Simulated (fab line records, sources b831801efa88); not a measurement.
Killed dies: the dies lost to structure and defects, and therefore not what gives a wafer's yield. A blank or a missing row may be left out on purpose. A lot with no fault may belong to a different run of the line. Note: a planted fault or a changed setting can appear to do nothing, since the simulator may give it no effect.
fab line records + flow sfq-line
[record]
- lots = 14
- wafers = 42
- last-day = 81
route steps=325 shown JJ@191 M5@199 R5@212
lots that met no fault: from a run of the same line without faults
start-h: start of the lot's first displayed wafer, in hours after the record's first day + wait-h: time in hours since the lot's previous step + " repeats the value in the row above + L1.1+2: several wafers, shown together as one row + - no value, or no start was given + * or withheld: withheld + < > ~ a bound
route shown NAME@n: names a module that has steps shown in the file, with the first one's number in the route + usual: average and standard deviation across the fault-free wafers + same: alike in all rows + chamber/n: place in a boat + sites: each site's reading + _std_site: standard deviation of those values + _edge_site: the outer-site mean with the inner-site mean subtracted + radius-mm: for every site, how far away it sits from the centre of the wafer + mask NAME#n: copy n + behind: the most recent tool/chamber to have shaped the wafer + hold: reason for holding the lot/hours on hold/outcome of the hold + device: transistor that didn't switch, given as n, p or np + end of line: the tests these same wafers got at the end of their route + step lacking rows: just its recipe + killed: not the wafer's yield, but the dies lost to structure and defects at the first sort + map: a wafer's dies, x killed, . not, _ none there
set.NAME: the run value of the setting; set.NAME@STEP: its run value at that earlier step + model.NAME: the simulator's own value behind a step, which no gauge read
steps of the route over a sample of lots; a table a step, a row a wafer
services: from which hour (start-h, from the record's first day; less than 0 if before it) a tool's chamber was out of use, for how many hours, and why
[[steps]]
[step SFQ_JJ_OVL_MEAS_931]
[usual]
- J5_OVL = 1/5
| lot.wafer | tool       | chamber | start-h | wait-h | J5_OVL[nm] |
|-----------|------------|---------|---------|--------|------------|
| L679.4    | overlay-01 | -       | 1060.86 | 0.1    | 1          |
| L679.5    | "          | -       | "       | "      | 1          |
| L679.6    | "          | -       | "       | "      | 1          |
| L680.3    | overlay-01 | -       | 1170.74 | 0.1    | 2          |
| L680.4    | "          | -       | "       | "      | 7          |
| L680.5    | "          | -       | "       | "      | -2         |
| L682.1    | overlay-01 | -       | 1176.73 | 0.1    | -4         |
| L682.2    | "          | -       | "       | "      | -7         |
| L682.4    | "          | -       | "       | "      | -6         |
| L683.3    | overlay-01 | -       | 1182.74 | 0.1    | 1          |
| L683.5    | "          | -       | "       | "      | 1          |
| L683.6    | "          | -       | "       | "      | 8          |
| L686.1    | overlay-02 | -       | 1299.74 | 0.1    | 3          |
| L686.3    | "          | -       | "       | "      | 5          |
| L686.6    | "          | -       | "       | "      | 13         |
| L691.3    | overlay-02 | -       | 1345.32 | 0.1    | -2         |
| L691.4    | "          | -       | "       | "      | -7         |
| L691.6    | "          | -       | "       | "      | -9         |
| L693.1    | overlay-02 | -       | 1360.58 | 0.1    | -5         |
| L693.4    | "          | -       | "       | "      | -4         |
| L693.6    | "          | -       | "       | "      | 4          |
| L694.2    | overlay-02 | -       | 1363.84 | 0.1    | 5          |
| L694.4    | "          | -       | "       | "      | 4          |
| L694.6    | "          | -       | "       | "      | 10         |
| L695.4    | overlay-01 | -       | 1450.24 | 0.1    | 2          |
| L695.5    | "          | -       | "       | "      | 9          |
| L695.6    | "          | -       | "       | "      | 7          |
| L696.1    | overlay-02 | -       | 1471.86 | 0.1    | -5         |
| L696.4    | "          | -       | "       | "      | 5          |
| L696.5    | "          | -       | "       | "      | -2         |
| L697.1    | overlay-01 | -       | 1475.46 | 0.1    | 1          |
| L697.2    | "          | -       | "       | "      | 11         |
| L697.4    | "          | -       | "       | "      | -5         |
| L699.2    | overlay-01 | -       | 1489.99 | 0.1    | -2         |
| L699.3    | "          | -       | "       | "      | -2         |
| L699.5    | "          | -       | "       | "      | -1         |
| L701.3    | overlay-01 | -       | 1546.26 | 0.1    | 4          |
| L701.5    | "          | -       | "       | "      | -4         |
| L701.6    | "          | -       | "       | "      | -5         |
| L702.2    | overlay-02 | -       | 1549.86 | 0.1    | 5          |
| L702.3    | "          | -       | "       | "      | 0          |
| L702.6    | "          | -       | "       | "      | 11         |
[step SFQ_TRILAYER_JJ_CE_METRO_MEASURE_117]
[usual]
- cd-nm = 700.0/1.3
| lot.wafer | tool      | chamber | start-h | wait-h | cd-nm |
|-----------|-----------|---------|---------|--------|-------|
| L679.4    | cd-sem-02 | -       | 1061.47 | 0.6    | 700.4 |
| L679.5    | "         | -       | "       | "      | 699.0 |
| L679.6    | "         | -       | "       | "      | 698.5 |
| L680.3    | cd-sem-01 | -       | 1171.16 | 0.4    | 697.8 |
| L680.4    | "         | -       | "       | "      | 697.2 |
| L680.5    | "         | -       | "       | "      | 698.5 |
| L682.1    | cd-sem-02 | -       | 1176.76 | 0.0    | 701.1 |
| L682.2    | "         | -       | "       | "      | 702.0 |
| L682.4    | "         | -       | "       | "      | 702.1 |
| L683.3    | cd-sem-02 | -       | 1183.16 | 0.4    | 698.3 |
| L683.5    | "         | -       | "       | "      | 698.6 |
| L683.6    | "         | -       | "       | "      | 699.7 |
| L686.1    | cd-sem-01 | -       | 1299.77 | 0.0    | 698.5 |
| L686.3    | "         | -       | "       | "      | 698.7 |
| L686.6    | "         | -       | "       | "      | 698.4 |
| L691.3    | cd-sem-02 | -       | 1345.75 | 0.4    | 699.4 |
| L691.4    | "         | -       | "       | "      | 700.6 |
| L691.6    | "         | -       | "       | "      | 700.6 |
| L693.1    | cd-sem-02 | -       | 1360.61 | 0.0    | 700.4 |
| L693.4    | "         | -       | "       | "      | 699.8 |
| L693.6    | "         | -       | "       | "      | 700.9 |
| L694.2    | cd-sem-01 | -       | 1364.07 | 0.2    | 700.4 |
| L694.4    | "         | -       | "       | "      | 700.9 |
| L694.6    | "         | -       | "       | "      | 700.4 |
| L695.4    | cd-sem-02 | -       | 1450.85 | 0.6    | 699.4 |
| L695.5    | "         | -       | "       | "      | 699.8 |
| L695.6    | "         | -       | "       | "      | 700.1 |
| L696.1    | cd-sem-01 | -       | 1471.89 | 0.0    | 700.3 |
| L696.4    | "         | -       | "       | "      | 701.1 |
| L696.5    | "         | -       | "       | "      | 700.3 |
| L697.1    | cd-sem-02 | -       | 1475.49 | 0.0    | 701.3 |
| L697.2    | "         | -       | "       | "      | 701.6 |
| L697.4    | "         | -       | "       | "      | 698.0 |
| L699.2    | cd-sem-02 | -       | 1490.22 | 0.2    | 700.7 |
| L699.3    | "         | -       | "       | "      | 699.3 |
| L699.5    | "         | -       | "       | "      | 699.8 |
| L701.3    | cd-sem-02 | -       | 1546.69 | 0.4    | 701.4 |
| L701.5    | "         | -       | "       | "      | 700.5 |
| L701.6    | "         | -       | "       | "      | 700.3 |
| L702.2    | cd-sem-01 | -       | 1550.09 | 0.2    | 699.5 |
| L702.3    | "         | -       | "       | "      | 700.9 |
| L702.6    | "         | -       | "       | "      | 699.9 |
[step SFQ_TRILAYER_M5_LITHO_COAT_123]
[recipe]
- resist = KrF
- spin-rpm = 3000
- resist-thk-nm = 600
[usual]
- chill-plate-temp-C = 23.02/0.099
- spin-speed-rpm = 2999.9/2.1
| lot.wafer | tool           | chamber | start-h | wait-h | chill-plate-temp-C | spin-speed-rpm |
|-----------|----------------|---------|---------|--------|--------------------|----------------|
| L679.4    | litho-track-01 | 0       | 1064.00 | 0.2    | 23.02              | 2996.8         |
| L679.5    | "              | 0       | "       | "      | 22.97              | 2998.6         |
| L679.6    | "              | 0       | "       | "      | 23.07              | 2999.3         |
| L680.3    | litho-track-04 | 0       | 1173.83 | 0.2    | 22.98              | 3002.5         |
| L680.4    | "              | 0       | "       | "      | 23.05              | 2998.8         |
| L680.5    | "              | 0       | "       | "      | 22.84              | 2998.6         |
| L682.1    | litho-track-04 | 0       | 1179.73 | 0.2    | 23.12              | 3001.0         |
| L682.2    | "              | 0       | "       | "      | 23.00              | 2999.5         |
| L682.4    | "              | 0       | "       | "      | 23.16              | 3000.5         |
| L683.3    | litho-track-02 | 0       | 1185.83 | 0.2    | 23.08              | 2999.4         |
| L683.5    | "              | 0       | "       | "      | 23.06              | 3000.7         |
| L683.6    | "              | 0       | "       | "      | 23.15              | 2995.7         |
| L686.1    | litho-track-01 | 0       | 1302.92 | 0.2    | 22.94              | 3003.7         |
| L686.3    | "              | 0       | "       | "      | 22.99              | 3001.5         |
| L686.6    | "              | 0       | "       | "      | 23.03              | 3003.5         |
| L691.3    | litho-track-04 | 0       | 1348.42 | 0.2    | 22.78              | 2999.8         |
| L691.4    | "              | 0       | "       | "      | 22.82              | 3000.4         |
| L691.6    | "              | 0       | "       | "      | 22.92              | 3003.8         |
| L693.1    | litho-track-01 | 0       | 1363.59 | 0.2    | 22.91              | 2636.8         |
| L693.4    | "              | 0       | "       | "      | 22.78              | 2637.9         |
| L693.6    | "              | 0       | "       | "      | 22.86              | 2637.2         |
| L694.2    | litho-track-01 | 0       | 1366.94 | 0.2    | 23.05              | 2644.3         |
| L694.4    | "              | 0       | "       | "      | 22.90              | 2639.1         |
| L694.6    | "              | 0       | "       | "      | 22.86              | 2638.5         |
| L695.4    | litho-track-01 | 0       | 1453.61 | 0.2    | 22.98              | 2997.5         |
| L695.5    | "              | 0       | "       | "      | 23.00              | 3000.5         |
| L695.6    | "              | 0       | "       | "      | 22.98              | 3000.3         |
| L696.1    | litho-track-04 | 0       | 1474.90 | 0.2    | 22.96              | 3003.2         |
| L696.4    | "              | 0       | "       | "      | 22.93              | 3002.2         |
| L696.5    | "              | 0       | "       | "      | 22.96              | 3000.4         |
| L697.1    | litho-track-01 | 0       | 1478.48 | 0.2    | 23.10              | 3000.7         |
| L697.2    | "              | 0       | "       | "      | 23.16              | 2997.7         |
| L697.4    | "              | 0       | "       | "      | 23.17              | 3000.0         |
| L699.2    | litho-track-02 | 0       | 1493.04 | 0.2    | 22.86              | 2999.2         |
| L699.3    | "              | 0       | "       | "      | 23.13              | 3000.5         |
| L699.5    | "              | 0       | "       | "      | 23.00              | 2996.1         |
| L701.3    | litho-track-04 | 0       | 1549.36 | 0.2    | 22.84              | 2998.0         |
| L701.5    | "              | 0       | "       | "      | 23.01              | 3001.5         |
| L701.6    | "              | 0       | "       | "      | 22.99              | 3000.6         |
| L702.2    | litho-track-02 | 0       | 1552.91 | 0.2    | 23.11              | 2998.5         |
| L702.3    | "              | 0       | "       | "      | 23.06              | 2997.5         |
| L702.6    | "              | 0       | "       | "      | 22.96              | 2997.7         |
[step SFQ_TRILAYER_R5_DEP_SPUTTER_132]
[recipe]
- material = Ti
- base-pressure-pa = 1.33e-06
- target-thk-nm = 5
- power-w = 2000
- time-s = 5
- chamber-pressure-pa = 0.4
[usual]
- cathode-dc-power-W = 2000.0/0.36
- throttle-valve-pct = 29.9/0.7
| lot.wafer | tool           | chamber | start-h | wait-h | cathode-dc-power-W | throttle-valve-pct |
|-----------|----------------|---------|---------|--------|--------------------|--------------------|
| L679.4    | pvd-sputter-03 | -       | 1186.11 | 0.4    | 2000.1             | 29.5               |
| L679.5    | "              | -       | "       | "      | 2000.2             | 30.2               |
| L679.6    | "              | -       | "       | "      | 1999.2             | 31.0               |
| L680.3    | pvd-sputter-04 | -       | 1202.08 | 0.6    | 2000.1             | 28.3               |
| L680.4    | "              | -       | "       | "      | 2000.4             | 30.5               |
| L680.5    | "              | -       | "       | "      | 1999.9             | 28.7               |
| L682.1    | pvd-sputter-03 | -       | 1207.01 | 1.0    | 1999.7             | 29.5               |
| L682.2    | "              | -       | "       | "      | 2000.1             | 30.0               |
| L682.4    | "              | -       | "       | "      | 2000.2             | 30.9               |
| L683.3    | pvd-sputter-03 | -       | 1211.08 | 0.6    | 2000.2             | 30.1               |
| L683.5    | "              | -       | "       | "      | 2000.4             | 30.1               |
| L683.6    | "              | -       | "       | "      | 2000.9             | 30.0               |
| L686.1    | pvd-sputter-04 | -       | 1310.40 | 1.0    | 2000.1             | 29.9               |
| L686.3    | "              | -       | "       | "      | 2000.9             | 30.9               |
| L686.6    | "              | -       | "       | "      | 2000.9             | 30.7               |
| L691.3    | pvd-sputter-06 | -       | 1377.48 | 0.6    | 2000.0             | 30.6               |
| L691.4    | "              | -       | "       | "      | 2000.0             | 30.6               |
| L691.6    | "              | -       | "       | "      | 2000.0             | 29.4               |
| L693.1    | pvd-sputter-04 | -       | 1468.77 | 1.0    | 1999.4             | 30.0               |
| L693.4    | "              | -       | "       | "      | 2000.1             | 30.5               |
| L693.6    | "              | -       | "       | "      | 2000.0             | 30.3               |
| L694.2    | pvd-sputter-03 | -       | 1473.57 | 0.8    | 2000.1             | 29.8               |
| L694.4    | "              | -       | "       | "      | 2000.2             | 30.1               |
| L694.6    | "              | -       | "       | "      | 1999.9             | 30.2               |
| L695.4    | pvd-sputter-06 | -       | 1476.57 | 0.4    | 2000.3             | 29.7               |
| L695.5    | "              | -       | "       | "      | 1999.5             | 29.6               |
| L695.6    | "              | -       | "       | "      | 1999.7             | 28.9               |
| L696.1    | pvd-sputter-03 | -       | 1513.72 | 1.0    | 1999.8             | 30.0               |
| L696.4    | "              | -       | "       | "      | 2000.2             | 30.1               |
| L696.5    | "              | -       | "       | "      | 2000.0             | 30.1               |
| L697.1    | pvd-sputter-04 | -       | 1515.21 | 1.0    | 2000.1             | 29.7               |
| L697.2    | "              | -       | "       | "      | 1999.7             | 30.4               |
| L697.4    | "              | -       | "       | "      | 2000.2             | 28.5               |
| L699.2    | pvd-sputter-04 | -       | 1528.72 | 0.8    | 1999.5             | 28.4               |
| L699.3    | "              | -       | "       | "      | 2000.0             | 30.4               |
| L699.5    | "              | -       | "       | "      | 2000.2             | 28.5               |
| L701.3    | pvd-sputter-06 | -       | 1649.82 | 0.6    | 1999.4             | 28.6               |
| L701.5    | "              | -       | "       | "      | 2000.0             | 29.5               |
| L701.6    | "              | -       | "       | "      | 2000.2             | 28.7               |
| L702.2    | pvd-sputter-03 | -       | 1652.22 | 0.8    | 1999.7             | 29.3               |
| L702.3    | "              | -       | "       | "      | 1999.4             | 30.6               |
| L702.6    | "              | -       | "       | "      | 1999.9             | 29.8               |
[[services]]
| tool           | chamber | start-h | hours | kind   |
|----------------|---------|---------|-------|--------|
| cd-sem-01      | -       | 1072.91 | 1.7   | pm     |
| cd-sem-01      | -       | 1091.76 | 0.8   | pm     |
| pvd-sputter-04 | -       | 1094.16 | 7.4   | repair |
| cd-sem-01      | -       | 1117.87 | 1.1   | pm     |
| pvd-sputter-03 | -       | 1120.68 | 31.9  | repair |
| cd-sem-02      | -       | 1122.56 | 0.5   | pm     |
| cd-sem-02      | -       | 1133.41 | 0.5   | pm     |
| pvd-sputter-04 | -       | 1137.24 | 7.1   | repair |
| cd-sem-02      | -       | 1138.25 | 0.6   | pm     |
| cd-sem-01      | -       | 1146.27 | 0.5   | pm     |
| pvd-sputter-04 | -       | 1173.64 | 4.1   | repair |
| cd-sem-01      | -       | 1275.76 | 0.8   | pm     |
| cd-sem-02      | -       | 1289.80 | 1.7   | pm     |
| pvd-sputter-04 | -       | 1301.26 | 4.8   | repair |
| cd-sem-01      | -       | 1301.87 | 0.4   | pm     |
| cd-sem-02      | -       | 1307.31 | 1.5   | pm     |
| cd-sem-02      | -       | 1317.41 | 1.2   | pm     |
| cd-sem-02      | -       | 1322.25 | 0.5   | pm     |
| cd-sem-01      | -       | 1330.27 | 1.6   | pm     |
| pvd-sputter-03 | -       | 1367.87 | 3.0   | repair |
| cd-sem-02      | -       | 1491.22 | 1.0   | pm     |
| cd-sem-02      | -       | 1501.41 | 2.1   | pm     |
| cd-sem-02      | -       | 1506.25 | 1.7   | pm     |
| cd-sem-02      | -       | 1560.73 | 2.5   | pm     |
[[key]]
[first-sign]
- step = SFQ_TRILAYER_M5_LITHO_COAT_123
- reading = spin-speed-rpm
- direction = down
- sigmas = 99+
- usual = 2999.9
- struck = 2639.0
effect none on later readings
met-at SFQ_TRILAYER_M5_LITHO_COAT_123
struck-lots L693,L694
not-acting-at SFQ_JJ_OVL_MEAS_931,SFQ_TRILAYER_JJ_CE_METRO_MEASURE_117,SFQ_TRILAYER_R5_DEP_SPUTTER_132
onset-between 1302.92 1363.59
[fault]
- kind = process-parameter-drift
- tool = litho-track-01
- chamber = -
- onset-h = 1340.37
- steps = SFQ_TRILAYER_M5_LITHO_COAT_123
- channel = spin-rpm
- offset = -361.56
- shape = step
- end-h = 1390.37
- acts-in = these-recipes-only
- stated = 3000
